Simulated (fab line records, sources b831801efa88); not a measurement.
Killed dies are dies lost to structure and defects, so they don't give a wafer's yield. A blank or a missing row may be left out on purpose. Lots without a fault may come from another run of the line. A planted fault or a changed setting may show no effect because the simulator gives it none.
fab line records | flow sky130
record lots=12 wafers=36 last_day=50
route steps=708 shown METAL1@452 METAL5@661 PASSIVATION@682 PAD_OPEN@708
lots that met no fault: from a run of the same line without faults
start_h: hours from the record's first day to the start of the lot's first wafer shown | wait_h: hours since the lot's step before | " the same as in the row above | L1.1+2: a row that stands for several wafers | - no value, or no start given | * or withheld: withheld | < > ~ a bound
route shown NAME@n: a module of which the file shows steps, and the number in the route of the first | usual: mean/standard deviation of fault-free wafers | same: alike in all rows | chamber/n: place in a boat | sites: the reading at each site | _std_site: their standard deviation | _edge_site: outer sites' mean less inner sites' | radius_mm: how far each site lies from the wafer's centre | mask NAME#n: copy n | behind: the tool/chamber that last shaped the wafer | hold: why the lot was held/for how many hours/how that ended | device: the transistor (n, p or np) that didn't switch | end of line: the same wafers' tests at the end of the route | a step without rows: its recipe alone | killed: dies lost to structure and defects at the first sort, not the wafer's yield | map: a wafer's dies, x killed, . not, _ none there
set.NAME: the setting as run; set.NAME@STEP: as run at that earlier step | model.NAME: the simulator's own value behind a step, which no gauge read
steps of the route over a sample of lots; a table a step, a row a wafer
services: from which hour (start_h, from the record's first day; less than 0 if before it) a tool's chamber was out of use, for how many hours, and why
## steps
# step SKY_METAL1_ETCH_18
# recipe chemistry=N2/H2 target=BARC ion_energy_ev=200 bias_w=100 pressure_mtorr=30 n2_flow_sccm=100 h2_flow_sccm=200 icp_w=500 stop_on=SiO2 time_s=45.9 target_depth_a=600
# usual drypump_motor_current_A=5.5/0.37 oes_product_au=0.855/0.0046 rf_fwd_power_W=496.5/1.8 throttle_valve_pct=13.226/0.0088
# columns lot.wafer tool chamber start_h wait_h drypump_motor_current_A oes_product_au rf_fwd_power_W rf_hours_counter_h throttle_valve_pct
L454.3 rie_metal-04 1 761.72 0.0 5.7 0.858 499.0 - 13.234
L454.5 " 0 " " 5.9 0.860 496.0 - 13.225
L454.6 " 1 " " 5.7 0.857 497.5 - 13.220
L455.1 rie_metal-04 1 769.40 0.0 5.7 0.865 498.2 3 13.226
L455.3 " 1 " " 5.7 0.855 497.3 - 13.224
L455.5 " 0 " " 5.9 0.858 496.2 - 13.224
L456.1 rie_metal-03 1 778.93 0.0 5.1 0.861 498.5 12 13.232
L456.4 " 0 " " 5.7 0.854 498.9 - 13.231
L456.5 " 1 " " 5.1 0.863 497.0 - 13.215
L458.3 rie_metal-02 1 805.50 0.0 4.8 0.854 500.0 - 13.217
L458.5 " 0 " " 5.6 0.853 494.9 - 13.223
L458.6 " 1 " " 4.8 0.851 497.7 - 13.221
L459.2 rie_metal-04 1 806.76 0.1 5.7 0.850 496.6 - 13.222
L459.4 " 1 " " 5.7 0.855 498.0 - 13.228
L459.6 " 1 " " 5.7 0.858 497.5 - 13.231
L460.3 rie_metal-03 1 814.72 0.0 5.1 0.846 495.6 - 13.224
L460.4 " 0 " " 5.7 0.849 496.5 - 13.214
L460.6 " 1 " " 5.1 0.861 495.9 - 13.227
L467.2 rie_metal-04 0 874.71 0.0 5.9 0.850 493.8 2 13.232
L467.4 " 1 " " 5.6 0.856 494.0 - 13.226
L467.6 " 0 " " 5.9 0.861 493.4 - 13.223
L469.1 rie_metal-04 1 882.68 0.0 5.6 0.861 497.8 8 13.233
L469.4 " 1 " " 5.7 0.854 495.9 - 13.216
L469.5 " 0 " " 5.9 0.849 495.2 - 13.234
L470.1 rie_metal-04 1 887.62 0.0 5.7 0.846 492.6 8 13.227
L470.2 " 0 " " 5.9 0.848 496.4 2 13.224
L470.4 " 1 " " 5.7 0.848 494.5 - 13.227
L472.2 rie_metal-02 0 907.43 0.0 5.6 0.853 494.6 14 13.236
L472.4 " 1 " " 4.8 0.854 496.4 - 13.226
L472.5 " 0 " " 5.6 0.854 493.8 - 13.215
L473.2 rie_metal-02 0 909.53 0.0 5.6 0.859 495.2 15 13.232
L473.5 " 1 " " 4.8 0.863 499.8 - 13.213
L473.6 " 0 " " 5.6 0.858 498.0 - 13.214
L475.1 rie_metal-02 1 925.43 0.0 4.8 0.856 497.3 4 13.227
L475.2 " 0 " " 5.5 0.855 496.4 15 13.219
L475.5 " 1 " " 4.8 0.849 497.8 - 13.233
# step SKY_METAL5_SPUTTER_00
# recipe material=Ti target_thk_nm=15 power_w=3000 time_s=10 chamber_pressure_pa=0.4
# usual throttle_valve_pct=29.7/0.94
# columns lot.wafer tool chamber start_h wait_h throttle_valve_pct
L454.3 pvd_sputter-02 - 1005.17 0.1 30.1
L454.5 " - " " 28.3
L454.6 " - " " 30.2
L455.1 pvd_sputter-04 - 1011.70 0.2 30.3
L455.3 " - " " 29.5
L455.5 " - " " 31.0
L456.1 pvd_sputter-03 - 1020.52 0.1 29.6
L456.4 " - " " 29.3
L456.5 " - " " 31.1
L458.3 pvd_sputter-04 - 1040.79 0.1 29.7
L458.5 " - " " 30.4
L458.6 " - " " 29.9
L459.2 pvd_sputter-03 - 1043.39 0.1 29.5
L459.4 " - " " 30.1
L459.6 " - " " 29.8
L460.3 pvd_sputter-02 - 1049.88 0.2 30.4
L460.4 " - " " 29.2
L460.6 " - " " 28.4
L467.2 pvd_sputter-04 - 1100.03 0.1 30.9
L467.4 " - " " 29.7
L467.6 " - " " 29.7
L469.1 pvd_sputter-04 - 1107.24 0.2 30.7
L469.4 " - " " 30.8
L469.5 " - " " 28.0
L470.1 pvd_sputter-02 - 1109.70 0.2 28.3
L470.2 " - " " 29.2
L470.4 " - " " 30.2
L472.2 pvd_sputter-03 - 1123.39 0.1 30.2
L472.4 " - " " 29.3
L472.5 " - " " 29.2
L473.2 pvd_sputter-03 - 1128.66 0.1 29.4
L473.5 " - " " 31.0
L473.6 " - " " 29.4
L475.1 pvd_sputter-03 - 1140.24 0.1 29.7
L475.2 " - " " 29.3
L475.5 " - " " 29.3
# step SKY_METAL5_SPUTTER_03
# recipe material=Ti target_thk_nm=5 power_w=3000 time_s=3.3 chamber_pressure_pa=0.4
# usual throttle_valve_pct=29.7/0.92
# columns lot.wafer tool chamber start_h wait_h throttle_valve_pct
L454.3 pvd_sputter-02 - 1005.27 0.0 30.2
L454.5 " - " " 28.4
L454.6 " - " " 30.0
L455.1 pvd_sputter-04 - 1011.80 0.0 30.5
L455.3 " - " " 29.9
L455.5 " - " " 30.9
L456.1 pvd_sputter-03 - 1020.62 0.0 29.6
L456.4 " - " " 29.4
L456.5 " - " " 30.9
L458.3 pvd_sputter-04 - 1040.89 0.0 29.9
L458.5 " - " " 30.5
L458.6 " - " " 29.7
L459.2 pvd_sputter-03 - 1043.49 0.0 29.3
L459.4 " - " " 30.1
L459.6 " - " " 29.7
L460.3 pvd_sputter-02 - 1049.98 0.0 30.4
L460.4 " - " " 29.3
L460.6 " - " " 28.6
L467.2 pvd_sputter-04 - 1100.13 0.0 30.9
L467.4 " - " " 29.9
L467.6 " - " " 29.8
L469.1 pvd_sputter-04 - 1107.34 0.0 31.0
L469.4 " - " " 30.5
L469.5 " - " " 28.4
L470.1 pvd_sputter-02 - 1109.80 0.0 28.6
L470.2 " - " " 29.3
L470.4 " - " " 30.2
L472.2 pvd_sputter-03 - 1123.49 0.0 30.0
L472.4 " - " " 29.3
L472.5 " - " " 29.0
L473.2 pvd_sputter-03 - 1128.76 0.0 29.4
L473.5 " - " " 31.0
L473.6 " - " " 29.5
L475.1 pvd_sputter-03 - 1140.34 0.0 29.5
L475.2 " - " " 29.3
L475.5 " - " " 29.2
# step SKY_PASSIVATION_THK_MEAS_01
# recipe reads=SiO2_of_PASSIVATION_CVD_00
# usual PASSIVATION_CVD_00_THK=90.2/1.1
# columns lot.wafer tool chamber start_h wait_h PASSIVATION_CVD_00_THK[nm]
L454.3 film_metro-03 - 1028.80 - 91.9
L454.5 " - " " 92.1
L454.6 " - " " 92.1
L455.1 film_metro-03 - 1035.71 - 89.6
L455.3 " - " " 89.7
L455.5 " - " " 91.7
L456.1 film_metro-01 - 1043.18 - 89.9
L456.4 " - " " 90.2
L456.5 " - " " 90.0
L458.3 film_metro-04 - 1063.34 - 88.4
L458.5 " - " " 89.9
L458.6 " - " " 91.4
L459.2 film_metro-03 - 1067.07 - 89.2
L459.4 " - " " 91.1
L459.6 " - " " 90.2
L460.3 film_metro-03 - 1072.50 - 89.0
L460.4 " - " " 91.6
L460.6 " - " " 91.4
L467.2 film_metro-03 - 1121.16 - 88.3
L467.4 " - " " 90.7
L467.6 " - " " 89.6
L469.1 film_metro-03 - 1128.04 - 89.5
L469.4 " - " " 90.0
L469.5 " - " " 89.6
L470.1 film_metro-04 - 1130.60 - 88.0
L470.2 " - " " 89.1
L470.4 " - " " 89.5
L472.2 film_metro-04 - 1142.82 - 89.5
L472.4 " - " " 89.8
L472.5 " - " " 91.9
L473.2 film_metro-04 - 1148.37 - 88.0
L473.5 " - " " 90.0
L473.6 " - " " 89.7
L475.1 film_metro-03 - 1160.37 - 90.2
L475.2 " - " " 90.4
L475.5 " - " " 90.4
# step SKY_PAD_OPEN_PROBE_99
# usual defect_limited_yield=82.6/2 killed_at_M0_to_M3=43/7.6 killed_at_M4_up=2.9/1.9 killed_at_contacts=24/5 killed_at_front_end=15/4.3 killed_at_other=0.3/0.54 killed_dies=85/10 killed_open=47/7 killed_short=38/6.4 sort_bin_3_pad_short=0.8/0.4 sort_bin_5_function=10.3/1.6 sort_bin_6_memory=6.2/1.1 sort_n_pass=407/10 sort_yield_pct=82.6/2
# same gross_dies=492 killed_at_back_side=0 sort_bin_4_leakage[%]=0 sort_bin_8_speed[%]=0
# columns lot.wafer tool chamber start_h wait_h defect_limited_yield[%] killed_at_M0_to_M3 killed_at_M4_up killed_at_contacts killed_at_front_end killed_at_other killed_dies killed_open killed_short sort_bin_3_pad_short[%] sort_bin_5_function[%] sort_bin_6_memory[%] sort_n_pass sort_yield_pct[%]
L454.3 prober-02 - 1075.92 0.2 82.5 35 4 25 22 0 86 41 45 1.0 7.9 8.5 406 82.5
L454.5 prober-02 - 1076.02 0.2 82.1 31 4 36 16 1 88 56 32 1.6 8.5 7.7 404 82.1
L454.6 prober-02 - 1076.07 0.2 81.7 43 5 22 20 0 90 42 48 0.8 10.2 7.3 402 81.7
L455.1 prober-01 - 1081.18 0.1 84.8 35 3 24 13 0 75 41 34 0.8 8.1 6.3 417 84.8
L455.3 prober-01 - 1081.28 0.2 82.1 55 2 19 11 1 88 45 43 1.2 11.2 5.5 404 82.1
L455.5 prober-01 - 1081.38 0.2 83.5 42 5 21 12 1 81 47 34 1.0 7.9 7.5 411 83.5
L456.1 prober-02 - 1088.34 0.1 83.3 44 5 19 13 1 82 42 40 1.0 8.3 7.3 410 83.3
L456.4 prober-02 - 1088.49 0.2 83.7 39 4 23 12 2 80 51 29 1.2 7.7 7.3 412 83.7
L456.5 prober-02 - 1088.54 0.2 84.8 39 5 21 10 0 75 45 30 1.0 10.2 4.1 417 84.8
L458.3 prober-02 - 1107.16 0.2 82.9 42 3 32 7 0 84 46 38 1.6 10.4 5.1 408 82.9
L458.5 prober-02 - 1107.26 0.2 83.1 42 3 21 17 0 83 51 32 0.6 9.3 6.9 409 83.1
L458.6 prober-02 - 1107.31 0.2 83.7 33 2 29 16 0 80 45 35 1.2 8.1 6.9 412 83.7
L459.2 prober-01 - 1111.13 0.1 83.3 46 2 21 13 0 82 45 37 0.6 10.2 5.9 410 83.3
L459.4 prober-01 - 1111.23 0.2 84.1 37 1 23 17 0 78 47 31 0.8 8.5 6.5 414 84.1
L459.6 prober-01 - 1111.33 0.2 84.1 40 2 19 16 1 78 42 36 1.2 9.3 5.3 414 84.1
L460.3 prober-02 - 1114.34 0.2 85.0 34 1 23 16 0 74 45 29 0.6 9.1 5.3 418 85.0
L460.4 prober-02 - 1114.39 0.2 84.6 38 4 21 13 0 76 39 37 0.6 9.1 5.7 416 84.6
L460.6 prober-02 - 1114.49 0.2 82.9 47 4 19 14 0 84 45 39 0.6 10.0 6.5 408 82.9
L467.2 prober-01 - 1161.13 0.1 73.0 92 2 24 14 1 133 49 36 3.3 16.9 6.9 359 73.0
L467.4 prober-01 - 1161.23 0.2 81.7 43 1 27 19 0 90 47 43 0.8 12.0 5.5 402 81.7
L467.6 prober-01 - 1161.33 0.2 72.4 94 2 30 10 0 136 48 36 3.7 17.1 6.9 356 72.4
L469.1 prober-02 - 1168.11 0.1 81.9 38 2 27 20 2 89 45 44 1.4 9.1 7.5 403 81.9
L469.4 prober-02 - 1168.26 0.2 83.3 42 1 22 17 0 82 50 32 1.0 9.6 6.1 410 83.3
L469.5 prober-02 - 1168.31 0.2 76.4 79 3 18 16 0 116 40 29 2.2 15.7 5.7 376 76.4
L470.1 prober-02 - 1170.27 0.1 81.5 57 2 28 4 0 91 57 34 0.8 8.7 8.9 401 81.5
L470.2 prober-02 - 1170.32 0.1 72.2 95 5 25 12 0 137 38 45 2.2 17.5 8.1 355 72.2
L470.4 prober-02 - 1170.42 0.2 77.8 67 1 26 14 1 109 56 53 1.4 13.6 7.1 383 77.8
L472.2 prober-02 - 1180.74 0.1 83.9 49 2 18 9 1 79 38 41 0.4 9.6 6.1 413 83.9
L472.4 prober-02 - 1180.84 0.2 84.6 35 4 26 11 0 76 39 37 0.4 10.0 5.1 416 84.6
L472.5 prober-02 - 1180.89 0.2 84.1 37 3 24 14 0 78 39 39 0.8 10.4 4.7 414 84.1
L473.2 prober-01 - 1186.02 0.1 82.3 39 5 26 17 0 87 49 38 0.8 9.1 7.7 405 82.3
L473.5 prober-01 - 1186.17 0.2 82.7 39 3 27 15 1 85 47 38 0.4 10.0 6.9 407 82.7
L473.6 prober-01 - 1186.22 0.2 81.7 44 1 29 16 0 90 51 39 1.2 11.8 5.3 402 81.7
L475.1 prober-01 - 1196.32 0.1 82.9 35 3 27 19 0 84 38 46 1.0 9.6 6.5 408 82.9
L475.2 prober-01 - 1196.37 0.1 78.3 50 2 33 20 2 107 71 36 0.6 13.6 7.5 385 78.3
L475.5 prober-01 - 1196.52 0.2 81.5 56 3 21 11 0 91 53 38 0.2 10.8 7.5 401 81.5
# killed by level:class
L454.3 FIELD_ISO:geometric_particle:open=8 VIA1:geometric_particle:open=8 LOCAL_INTERCONNECT:geometric_particle:short=7 LI_CONTACT:geometric_particle:open=6 CONTACT:geometric_particle:short=6 METAL2:geometric_particle:short=5 FIELD_ISO:geometric_particle:short=4 POLY_GATE:geometric_particle:short=4
L454.5 VIA1:geometric_particle:open=15 CONTACT:geometric_particle:open=12 CONTACT:geometric_particle:short=10 LOCAL_INTERCONNECT:geometric_particle:short=8 POLY_GATE:geometric_particle:open=6 VIA3:geometric_particle:open=6 FIELD_ISO:geometric_particle:short=5 LI_CONTACT:geometric_particle:open=4
L454.6 VIA1:geometric_particle:open=13 CONTACT:geometric_particle:short=8 FIELD_ISO:geometric_particle:short=7 CONTACT:geometric_particle:open=6 VIA3:geometric_particle:open=6 VIA3:geometric_particle:short=5 POLY_GATE:geometric_particle:short=4 SPACER:geometric_particle:short=4
L455.1 CONTACT:geometric_particle:open=14 VIA1:geometric_particle:open=10 POLY_GATE:geometric_particle:open=5 VIA1:geometric_particle:short=5 METAL1:geometric_particle:short=5 CONTACT:geometric_particle:short=4 LOCAL_INTERCONNECT:geometric_particle:short=4 VIA3:geometric_particle:open=3
L455.3 VIA1:geometric_particle:open=12 METAL1:geometric_particle:short=10 CONTACT:geometric_particle:open=8 VIA2:geometric_particle:open=8 POLY_GATE:geometric_particle:short=5 VIA2:geometric_particle:short=5 LI_CONTACT:geometric_particle:open=4 CONTACT:geometric_particle:short=4
L455.5 CONTACT:geometric_particle:open=12 VIA1:geometric_particle:open=10 VIA2:geometric_particle:open=6 FIELD_ISO:geometric_particle:open=5 VIA1:geometric_particle:short=5 VIA2:geometric_particle:short=5 METAL1:geometric_particle:short=4 METAL2:geometric_particle:short=4
L456.1 VIA2:geometric_particle:open=9 CONTACT:geometric_particle:open=7 VIA1:geometric_particle:open=6 METAL1:geometric_particle:short=5 METAL2:geometric_particle:short=5 FIELD_ISO:geometric_particle:open=4 LI_CONTACT:geometric_particle:open=4 POLY_GATE:geometric_particle:open=4
L456.4 VIA2:geometric_particle:open=11 VIA1:geometric_particle:open=9 LI_CONTACT:geometric_particle:open=8 CONTACT:geometric_particle:open=8 POLY_GATE:geometric_particle:open=6 METAL2:geometric_particle:short=6 LI_CONTACT:geometric_particle:short=3 CONTACT:geometric_particle:short=3
L456.5 CONTACT:geometric_particle:open=10 VIA1:geometric_particle:open=9 VIA3:geometric_particle:open=7 POLY_GATE:geometric_particle:open=5 METAL4:geometric_particle:short=4 LI_CONTACT:geometric_particle:open=4 VIA2:geometric_particle:short=4 VIA2:geometric_particle:open=4
L458.3 LI_CONTACT:geometric_particle:open=11 CONTACT:geometric_particle:open=9 VIA2:geometric_particle:open=9 VIA1:geometric_particle:open=7 METAL1:geometric_particle:short=6 METAL2:geometric_particle:short=6 VIA3:geometric_particle:open=5 LI_CONTACT:geometric_particle:short=4
L458.5 VIA1:geometric_particle:open=12 CONTACT:geometric_particle:open=10 VIA3:geometric_particle:open=9 FIELD_ISO:geometric_particle:open=6 SPACER:geometric_particle:short=5 LI_CONTACT:geometric_particle:open=5 VIA1:geometric_particle:short=5 VIA2:geometric_particle:short=4
L458.6 LI_CONTACT:geometric_particle:open=10 CONTACT:geometric_particle:open=8 METAL2:geometric_particle:short=7 VIA2:geometric_particle:open=7 POLY_GATE:geometric_particle:open=6 LOCAL_INTERCONNECT:geometric_particle:short=4 SPACER:geometric_particle:short=3 LI_CONTACT:geometric_particle:short=3
L459.2 VIA3:geometric_particle:open=9 CONTACT:geometric_particle:open=8 VIA1:geometric_particle:short=8 VIA1:geometric_particle:open=8 FIELD_ISO:geometric_particle:short=5 LI_CONTACT:geometric_particle:open=5 VIA2:geometric_particle:open=5 CONTACT:geometric_particle:short=4
L459.4 VIA1:geometric_particle:open=11 LI_CONTACT:geometric_particle:open=8 CONTACT:geometric_particle:open=8 POLY_GATE:geometric_particle:open=6 METAL2:geometric_particle:short=6 METAL1:geometric_particle:short=5 VIA1:geometric_particle:short=5 FIELD_ISO:geometric_particle:open=4
L459.6 VIA3:geometric_particle:open=11 FIELD_ISO:geometric_particle:short=6 FIELD_ISO:geometric_particle:open=6 CONTACT:geometric_particle:open=6 LOCAL_INTERCONNECT:geometric_particle:short=5 VIA1:geometric_particle:open=5 METAL2:geometric_particle:short=5 METAL1:geometric_particle:short=4
L460.3 CONTACT:geometric_particle:open=9 VIA1:geometric_particle:open=8 FIELD_ISO:geometric_particle:short=6 LI_CONTACT:geometric_particle:open=6 LOCAL_INTERCONNECT:geometric_particle:short=6 VIA3:geometric_particle:open=6 VIA2:geometric_particle:open=5 POLY_GATE:geometric_particle:open=3
L460.4 CONTACT:geometric_particle:open=11 VIA3:geometric_particle:open=10 METAL1:geometric_particle:short=8 POLY_GATE:geometric_particle:short=5 METAL2:geometric_particle:short=5 POLY_GATE:geometric_particle:open=4 VIA1:geometric_particle:short=4 VIA1:geometric_particle:open=4
L460.6 VIA2:geometric_particle:open=8 CONTACT:geometric_particle:open=8 VIA1:geometric_particle:open=7 VIA3:geometric_particle:open=7 METAL1:geometric_particle:short=6 CONTACT:geometric_particle:short=5 FIELD_ISO:geometric_particle:open=4 VIA1:geometric_particle:short=4
L467.2 METAL1:unspecified=48 CONTACT:geometric_particle:open=11 VIA1:geometric_particle:open=11 VIA2:geometric_particle:open=6 VIA3:geometric_particle:open=6 LI_CONTACT:geometric_particle:open=5 VIA1:geometric_particle:short=5 FIELD_ISO:geometric_particle:short=4
L467.4 CONTACT:geometric_particle:open=12 FIELD_ISO:geometric_particle:short=9 VIA1:geometric_particle:open=9 VIA3:geometric_particle:open=7 VIA2:geometric_particle:open=7 METAL1:geometric_particle:short=6 LI_CONTACT:geometric_particle:short=5 LI_CONTACT:geometric_particle:open=5
L467.6 METAL1:unspecified=52 VIA1:geometric_particle:open=15 CONTACT:geometric_particle:open=12 CONTACT:geometric_particle:short=10 FIELD_ISO:geometric_particle:open=6 VIA1:geometric_particle:short=6 VIA2:geometric_particle:open=6 VIA2:geometric_particle:short=4
L469.1 CONTACT:geometric_particle:open=13 VIA1:geometric_particle:open=9 METAL1:geometric_particle:short=8 VIA3:geometric_particle:open=8 CONTACT:geometric_particle:short=6 FIELD_ISO:geometric_particle:short=5 POLY_GATE:geometric_particle:short=4 FIELD_ISO:geometric_particle:open=3
L469.4 CONTACT:geometric_particle:open=9 VIA3:geometric_particle:open=9 METAL2:geometric_particle:short=7 VIA1:geometric_particle:open=7 VIA2:geometric_particle:open=7 FIELD_ISO:geometric_particle:open=5 LOCAL_INTERCONNECT:geometric_particle:short=4 METAL1:geometric_particle:short=4
L469.5 METAL1:unspecified=47 CONTACT:geometric_particle:open=8 VIA1:geometric_particle:open=6 FIELD_ISO:geometric_particle:open=5 VIA2:geometric_particle:open=5 VIA1:geometric_particle:short=5 VIA3:geometric_particle:open=5 CONTACT:geometric_particle:short=4
L470.1 VIA1:geometric_particle:open=18 LI_CONTACT:geometric_particle:open=10 VIA2:geometric_particle:open=7 VIA3:geometric_particle:open=7 LOCAL_INTERCONNECT:geometric_particle:short=5 CONTACT:geometric_particle:short=5 METAL1:geometric_particle:short=5 VIA1:geometric_particle:short=5
L470.2 METAL1:unspecified=54 VIA1:geometric_particle:open=13 LI_CONTACT:geometric_particle:short=9 LI_CONTACT:geometric_particle:open=8 LOCAL_INTERCONNECT:geometric_particle:short=6 VIA3:geometric_particle:short=5 VIA3:geometric_particle:open=5 METAL1:geometric_particle:short=4
L470.4 VIA1:geometric_particle:open=16 METAL2:geometric_particle:short=10 METAL1:geometric_particle:short=9 LI_CONTACT:geometric_particle:open=7 VIA2:geometric_particle:short=7 CONTACT:geometric_particle:short=7 VIA2:geometric_particle:open=7 FIELD_ISO:geometric_particle:open=6
L472.2 VIA1:geometric_particle:open=12 CONTACT:geometric_particle:open=7 VIA1:geometric_particle:short=7 METAL1:geometric_particle:short=7 VIA2:geometric_particle:short=5 LI_CONTACT:geometric_particle:open=4 METAL2:geometric_particle:short=4 VIA2:geometric_particle:open=4
L472.4 CONTACT:geometric_particle:open=8 METAL1:geometric_particle:short=8 LI_CONTACT:geometric_particle:open=6 CONTACT:geometric_particle:short=6 VIA1:geometric_particle:open=5 VIA3:geometric_particle:open=5 POLY_GATE:geometric_particle:open=4 LOCAL_INTERCONNECT:geometric_particle:short=4
L472.5 LI_CONTACT:geometric_particle:open=9 FIELD_ISO:geometric_particle:short=7 CONTACT:geometric_particle:open=7 METAL1:geometric_particle:short=6 VIA2:geometric_particle:open=5 VIA3:geometric_particle:open=5 VIA3:geometric_particle:short=4 VIA1:geometric_particle:open=4
L473.2 CONTACT:geometric_particle:open=11 VIA1:geometric_particle:open=7 VIA3:geometric_particle:open=7 METAL1:geometric_particle:short=6 METAL2:geometric_particle:short=6 LI_CONTACT:geometric_particle:open=5 CONTACT:geometric_particle:short=5 FIELD_ISO:geometric_particle:open=4
L473.5 VIA3:geometric_particle:open=9 CONTACT:geometric_particle:open=8 VIA1:geometric_particle:open=8 POLY_GATE:geometric_particle:open=5 LI_CONTACT:geometric_particle:open=5 METAL2:geometric_particle:short=5 CONTACT:geometric_particle:short=4 LI_CONTACT:geometric_particle:short=4
L473.6 VIA3:geometric_particle:open=10 CONTACT:geometric_particle:short=9 VIA2:geometric_particle:open=8 LI_CONTACT:geometric_particle:open=7 LOCAL_INTERCONNECT:geometric_particle:short=7 METAL1:geometric_particle:short=7 CONTACT:geometric_particle:open=6 VIA1:geometric_particle:open=6
L475.1 CONTACT:geometric_particle:open=13 METAL1:geometric_particle:short=8 VIA1:geometric_particle:open=7 FIELD_ISO:geometric_particle:open=4 FIELD_ISO:geometric_particle:short=4 LOCAL_INTERCONNECT:geometric_particle:short=4 SPACER:geometric_particle:short=4 LI_CONTACT:geometric_particle:short=4
L475.2 CONTACT:geometric_particle:open=18 VIA2:geometric_particle:open=11 VIA1:geometric_particle:open=10 FIELD_ISO:geometric_particle:open=8 VIA3:geometric_particle:open=7 LI_CONTACT:geometric_particle:open=5 METAL1:geometric_particle:short=5 POLY_GATE:geometric_particle:open=4
L475.5 VIA3:geometric_particle:open=15 VIA1:geometric_particle:short=8 VIA1:geometric_particle:open=8 CONTACT:geometric_particle:open=8 METAL2:geometric_particle:short=6 LI_CONTACT:geometric_particle:open=5 CONTACT:geometric_particle:short=5 VIA2:geometric_particle:open=5
## services
# columns tool chamber start_h hours kind
pvd_sputter-04 - 743.59 1.4 repair
rie_metal-03 0 743.93 6.6 repair
pvd_sputter-03 - 754.44 1.2 repair
rie_metal-04 - 756.27 0.7 repair
pvd_sputter-03 - 776.90 1.8 repair
pvd_sputter-02 - 790.80 6.8 repair
pvd_sputter-04 - 794.33 1.5 repair
pvd_sputter-04 1 873.10 - consumable_replace:kit
pvd_sputter-04 1 873.10 18.0 scheduled_down
pvd_sputter-04 1 873.10 18.0 vent_cycle
rie_metal-03 - 880.38 1.4 pm
pvd_sputter-03 - 963.24 2.3 repair
pvd_sputter-03 - 963.60 0.6 repair
rie_metal-03 - 999.56 14.6 pm
pvd_sputter-02 - 1006.96 3.3 repair
pvd_sputter-04 - 1016.84 0.5 repair
pvd_sputter-04 0 1050.96 - consumable_replace:kit
pvd_sputter-04 0 1050.96 18.0 scheduled_down
pvd_sputter-04 0 1050.96 18.0 vent_cycle
pvd_sputter-02 - 1056.81 9.3 repair
pvd_sputter-03 1 1063.43 - consumable_replace:kit
pvd_sputter-03 1 1063.43 18.0 scheduled_down
pvd_sputter-03 1 1063.43 18.0 vent_cycle
rie_metal-04 0 1087.19 2.7 repair
## key
first_sign step=SKY_PAD_OPEN_PROBE_99 reading=killed_at_M0_to_M3 direction=up sigmas=6.1 usual=43 struck=90
effect step=SKY_PAD_OPEN_PROBE_99 reading=sort_bin_3_pad_short direction=up sigmas=5.1 usual=0.8 struck=2.8
met_at SKY_METAL1_ETCH_18
struck_lots L467,L469,L470
struck_wafers L467.2,L467.6,L469.5,L470.2
not_acting_at SKY_METAL5_SPUTTER_00,SKY_METAL5_SPUTTER_03,SKY_PASSIVATION_THK_MEAS_01
onset_between 769.40 874.71
fault kind=chamber_particle_source tool=rie_metal-04 chamber=0 onset_h=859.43 steps=SKY_METAL1_ETCH_18 rate_per_visit_cm2=0.76343 end_h=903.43
